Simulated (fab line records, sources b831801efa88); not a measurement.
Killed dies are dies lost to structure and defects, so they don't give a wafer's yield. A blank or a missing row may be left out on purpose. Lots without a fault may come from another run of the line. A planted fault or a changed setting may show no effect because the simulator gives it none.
A struck lot beside a sound one | flow sky130 | 34 steps out of a route of 708
Sound: wafers L922.4, L922.5, L922.6. Struck: wafer L926.3. (L926.1, L926.4 of the same lot were not struck and are left out.) The cause comes at the end.
At each step with rows: each side's tool, then ch and its chambers, then its first start. Under that, the readings that differ: sound wafers | struck wafers | difference of the means | sigmas: that difference in standard deviations of wafers without a fault.
alike: readings whose means differ by less than 2 such deviations, and words and numbers that are the same on both sides. not compared: withheld readings, readings that some wafer has no value for, bounds like >300 that may hide the same value, and numbers for which the record gives no deviation and whose values overlap.
The two part at a step that has a row with sigmas, a row that says differs or no value, or rows on one side only. Numbers that don't overlap but have no deviation are shown without sigmas and don't part them. A reading that every wafer of one side lacks parts them only if that side has two wafers or more.

SKY_VIA1_OVL_MEAS_13:
  sound on overlay-01, day 34 16:10; struck on overlay-02, day 36 08:23
  reading       | sound | struck | difference | sigmas
  VIA1_OVL (nm) | 6 5 2 | -10    | -14        | -2
then, 1 step without rows for these wafers: SKY_VIA1_ETCH_14 (etches BARC in N2/H2, stops on SiO2, time 45.9 s, target depth 60 nm).
SKY_VIA1_ETCH_15: etches SiO2 in C4F8/O2/Ar, stops on TiN, target depth 351 nm, time 54 s.
  sound on rie_diel-02 ch 1,2,3, day 34 16:14; struck on rie_diel-01 ch 1, day 36 08:27
  reading                | sound | struck | difference                   | sigmas
  rf_hours_counter_h (h) | - - - | 24     | no value on the sound wafers |
  alike: bias_w, oes_product_au
then, 5 steps without rows for these wafers: SKY_VIA1_STRIP_16 (strips in O2/N2); SKY_VIA1_STRIP_17 (strips in post etch residue remover, time 1200 s); SKY_VIA1_CLEAN_18 (cleans in IPA, time 180 s); SKY_VIA1_CLEAN_19 (cleans in O3/DIW); SKY_VIA1_SPUTTER_20 (material TiN, target thk 20 nm, time 80 s).
SKY_VIA1_CVD_21: deposits W, target thk 270 nm, time 80.902 s.
  sound on cvd_w-01 ch 0,1, day 34 16:57; struck on cvd_w-02 ch 0, day 36 09:10
  alike: heater_power_w
  not compared: since_wet_clean_h
SKY_VIA1_RS_MEAS_22: measures by four-point-probe.
  sound on film_metro-03, day 34 17:04; struck on film_metro-02, day 36 09:15
  alike: VIA1_W_RS
SKY_VIA1_THK_MEAS_23: measures by xrf.
  sound on film_metro-03, day 34 17:10; struck on film_metro-02, day 36 09:22
  alike: VIA1_W_THK
SKY_VIA1_CMP_24: polishes, stops on SiO2, t overpolish 15 s, target thk 0 nm.
  sound on cmp-01 ch 0,2,3, day 34 17:20; struck on cmp-01 ch 3, day 36 09:29
  reading                 | sound             | struck | difference | sigmas
  head_pressure_psi (psi) | 3.512 3.500 3.513 | 3.487  | -0.021     | -3
  alike: motor_current_A, overpolish_run_s, time_to_endpoint_s
SKY_METAL2_SPUTTER_00: material Ti, target thk 15 nm, time 10 s.
  sound on pvd_sputter-03, day 34 17:29; struck on pvd_sputter-03, day 36 09:44
  reading                                   | sound             | struck | difference | sigmas
  model.Ti_of_METAL2_SPUTTER_00.thk_nm (nm) | 15.06 15.01 14.94 | 23.22  | +8.22      |
  alike: throttle_valve_pct
then, 4 steps without rows for these wafers: SKY_METAL2_SPUTTER_01 (material TiN, target thk 20 nm, time 16.7 s); SKY_METAL2_SPUTTER_02 (material AlCu, target thk 250 nm, time 13.3 s); SKY_METAL2_SPUTTER_03 (material Ti, target thk 5 nm, time 3.3 s); SKY_METAL2_SPUTTER_04 (material TiN, target thk 70 nm, time 58.3 s).
SKY_METAL2_RS_MEAS_05: measures by four-point-probe.
  sound on film_metro-04, day 34 17:41; struck on film_metro-01, day 36 09:52
  alike: METAL2_ALCU_RS
SKY_METAL2_THK_MEAS_06: measures by xrf.
  sound on film_metro-04, day 34 17:47; struck on film_metro-01, day 36 09:59
  alike: METAL2_ALCU_THK
then, 8 steps without rows for these wafers: SKY_METAL2_DEHYDRATE_07 (time 60 s); SKY_METAL2_HMDS_08 (prime time 60 s); SKY_METAL2_COAT_09 (resist thk 60 nm); SKY_METAL2_COAT_10 (resist thk 450 nm); SKY_METAL2_SOFTBAKE_11 (time 90 s); SKY_METAL2_EXPOSE_12 (exposes mask MM2, target cd 140 nm); SKY_METAL2_PEB_13; SKY_METAL2_DEVELOP_14 (develop time 60 s).
SKY_METAL2_CD_MEAS_15: target cd 140 nm.
  sound on cd_sem-02, day 35 19:45; struck on cd_sem-02, day 37 11:52
  alike: cd_nm
SKY_METAL2_OVL_MEAS_16:
  sound on overlay-02, day 35 19:50; struck on overlay-01, day 37 11:59
  alike: METAL2_OVL
SKY_METAL2_DESCUM_17: chemistry O2, time 8 s.
  sound on rie_metal-04 ch 0,1, day 35 19:52; struck on rie_metal-04 ch 1, day 37 12:01
  alike: drypump_motor_current_A, oes_product_au
  not compared: rf_hours_counter_h
then, 1 step without rows for these wafers: SKY_METAL2_ETCH_18 (etches BARC in N2/H2, stops on SiO2, time 45.9 s, target depth 60 nm).
SKY_METAL2_METAL_ETCH_19: etches the open film in Cl2/BCl3, stops on SiO2, target depth 360 nm, time 78 s.
  sound on rie_metal-04 ch 0,1, day 35 19:58; struck on rie_metal-04 ch 1, day 37 12:07
  reading               | sound             | struck | difference | sigmas
  oes_product_au (a.u.) | 0.856 0.865 0.859 | 0.838  | -0.022     | -4
  alike: bcl3_flow_sccm, bias_w, drypump_motor_current_A, throttle_valve_pct
  not compared: rf_hours_counter_h
SKY_METAL2_STRIP_20: strips in O2/N2.
  sound on plasma_asher-04 ch 0,1, day 35 20:04; struck on plasma_asher-04 ch 0, day 37 12:12
  alike: drypump_motor_current_A, n2_flow_sccm, oes_product_au, strip_time_to_endpoint_s
  not compared: rf_hours_counter_h
then, 1 step without rows for these wafers: SKY_PAD_OPEN_PROBE_99.

WHERE THEY PART
First at SKY_VIA1_OVL_MEAS_13; last, within this record, at SKY_METAL2_METAL_ETCH_19. Later steps at which nothing parts them and some readings are alike: SKY_METAL2_STRIP_20.

WHY: what the simulator had put in
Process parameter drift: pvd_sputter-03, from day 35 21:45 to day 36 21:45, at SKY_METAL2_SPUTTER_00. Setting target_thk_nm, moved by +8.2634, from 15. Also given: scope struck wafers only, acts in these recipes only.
